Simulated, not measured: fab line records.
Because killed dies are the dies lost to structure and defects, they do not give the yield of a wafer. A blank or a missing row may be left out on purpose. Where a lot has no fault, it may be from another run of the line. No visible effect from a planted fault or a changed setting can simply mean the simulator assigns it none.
8D (eight disciplines) problem report, filled in by code | flow sky130 | the parts of the form that need people (team, actions taken, sign-off) are left out

## 1. WHAT IS WRONG
At SKY_METAL2_METAL_ETCH_19, biasW averages 46.30 W over 6 wafers from 2 lots, while fault-free wafers read 48.48 W, standard deviation 0.14. That is -16 standard deviations from the usual mean.
The step: etches the open film in Cl2/BCl3, stops on SiO2, target depth 360 nm, time 78 s.
First observed at day 41 00:08: wafer L283.2, on rieMetal-02. At this step, 36 wafers from 12 lots have a number in the record. Rule for "out" (also "out of limits"): further than 4 standard deviations from the usual mean. The rest of the wafers with a number are treated as sound.

## 2. WHAT THIS IS AND IS NOT
question                    | is                     | is not
which readings at this step | biasW                  | drypumpMotorCurrentA, mfcCl2Sccm, oesProductAu, throttleValvePct
which lots                  | L283, L284             | L264, L265, L267, L268, L269, L270, L271, L272, L273, L275
which wafers of those lots  | all that have a number | -
read on which tools         | rieMetal-02            | rieMetal-01, rieMetal-03
when                        | from day 41 00:08      | up to then (30 sound wafers)

## 3. SUSPECTS, AND WHAT RULES EACH OUT
Counting: a tool at a process step up to the reading stays a suspect if it ran every lot that is out and no sound lot after the first of them.
- pvdSputter-04 at SKY_METAL2_SPUTTER_04 (material TiN, target thk 70 nm, time 58.3 s): kept. All lots that are out passed through it, beginning with L283 at day 39 23:49, and no sound lot followed; its final sound lot before that point was L275 at day 38 01:21.
- rieMetal-02 at SKY_METAL2_METAL_ETCH_19 (etches the open film in Cl2/BCl3, stops on SiO2, target depth 360 nm, time 78 s): kept. All lots that are out passed through it, beginning with L283 at day 41 00:08, and no sound lot followed; its final sound lot before that point was L273 at day 38 03:41. Out on those wafers are its own readings of biasW.
After counting, pvdSputter-04 at SKY_METAL2_SPUTTER_04 and rieMetal-02 at SKY_METAL2_METAL_ETCH_19 remain.

## 4. THE CAUSE (what the simulator had put in)
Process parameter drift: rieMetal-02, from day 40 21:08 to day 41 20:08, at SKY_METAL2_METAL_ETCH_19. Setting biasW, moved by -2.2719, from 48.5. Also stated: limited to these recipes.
Of the 2 suspects that counting leaves, this tool is one.

## 5. THE CHAIN OF EFFECTS, in route order
One row per reading whose mean, taken over the struck wafers that have a number, lies over 3 standard deviations from the usual. Scope: only readings with a usual standard deviation given in the record; hours: median across lots of the time from each lot's start at the first step in this table that gives one to its start at this step; sigmas: change in usual standard deviations.
hours | step                     | reading | usual   | on struck wafers | change | sigmas
0     | SKY_METAL2_METAL_ETCH_19 | biasW   | 48.48 W | 46.30            | -2.18  | -16
Here are the process steps it includes:
- SKY_METAL2_METAL_ETCH_19: etches the open film in Cl2/BCl3, stops on SiO2, target depth 360 nm, time 78 s.
Later steps that measure or inspect, where all struck wafers having a row at the step show a number for every such reading and not one has moved that far: SKY_VIA2_THK_MEAS_01.

## 6. WHAT WOULD HAVE CAUGHT IT SOONER
The fault began at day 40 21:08; the first out-of-limits reading in this record came at day 41 00:08, 3 hours later.
